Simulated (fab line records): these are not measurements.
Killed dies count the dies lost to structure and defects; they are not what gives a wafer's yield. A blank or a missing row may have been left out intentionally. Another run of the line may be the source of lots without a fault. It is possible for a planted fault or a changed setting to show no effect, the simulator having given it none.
What tool caused it?	flow gf180mcu	6 lots, 18 wafers sampled, at 3 steps of a route of 602

WHAT THE GAUGES SHOWED, per wafer
GF_PSD_RS_MEAS_15: measurement is done with a four-point probe.
lot	measured	on	PSD_RS (ohm/sq)
L387	day 15 04:01	filmMetro-01	108.65 108.35 108.77
L389	day 16 01:39	filmMetro-01	108.70 108.89 108.52
L392	day 17 13:37	filmMetro-04	108.55 108.46 108.46
L393	day 18 11:22	filmMetro-04	108.69 108.94 108.60
L398	day 19 19:28	filmMetro-02	117.10 109.03 116.99
L407	day 22 09:32	filmMetro-01	108.57 108.50 108.70

EACH LOT AND THE TOOL THAT RAN IT (in order: tool; ch and the chambers of the sampled wafers; start)
lot	GF_PSD_IMPLANT_09	GF_PSD_STRIP_10
L387	implanter-04 ch 0, day 15 03:27	plasmaAsher-03 ch 0,1, day 15 03:36
L389	implanter-04 ch 0, day 16 01:05	plasmaAsher-02 ch 0,1, day 16 01:14
L392	implanter-02 ch 0, day 17 13:00	plasmaAsher-02 ch 0,1, day 17 13:09
L393	implanter-04 ch 0, day 18 10:49	plasmaAsher-03 ch 0,1, day 18 10:56
L398	implanter-04 ch 0, day 19 18:54	plasmaAsher-04 ch 0,1, day 19 19:03
L407	implanter-02 ch 0, day 22 08:59	plasmaAsher-04 ch 0,1, day 22 09:07
- GF_PSD_IMPLANT_09
- GF_PSD_STRIP_10: strips in O2/N2.

THE ANSWER, worked out from the rows above alone
Rule: usual is defined by the lots themselves. Put in order of their means at a reading, lots are off if they are a third of the lots or fewer, leave a main group of 4 or more, and stand apart from it by a gap of 3 or more times the standard deviation of the main group's means; of several such gaps the widest counts. A main group is skipped when, at the precision printed for the reading in the tables above, its means are all equal. A lot without any number at a reading at which 4 lots or more have one is off too. Where the step has rows for the other lots, those lots are counted as sound.
Off: at GF_PSD_RS_MEAS_15 (PSD_RS), L398. For the main group the mean is 108.62 ohm/sq and the standard deviation 0.09.
If a tool, at a process step before that reading, ran all the lots that are off and no sound lot after the first of them, it fits. The gauges at GF_PSD_RS_MEAS_15 are tried like those tools. Undecided on this evidence; 2 tools fit (implanter-04 at GF_PSD_IMPLANT_09, filmMetro-02 at GF_PSD_RS_MEAS_15).

WHAT THE SIMULATOR HAD INSERTED
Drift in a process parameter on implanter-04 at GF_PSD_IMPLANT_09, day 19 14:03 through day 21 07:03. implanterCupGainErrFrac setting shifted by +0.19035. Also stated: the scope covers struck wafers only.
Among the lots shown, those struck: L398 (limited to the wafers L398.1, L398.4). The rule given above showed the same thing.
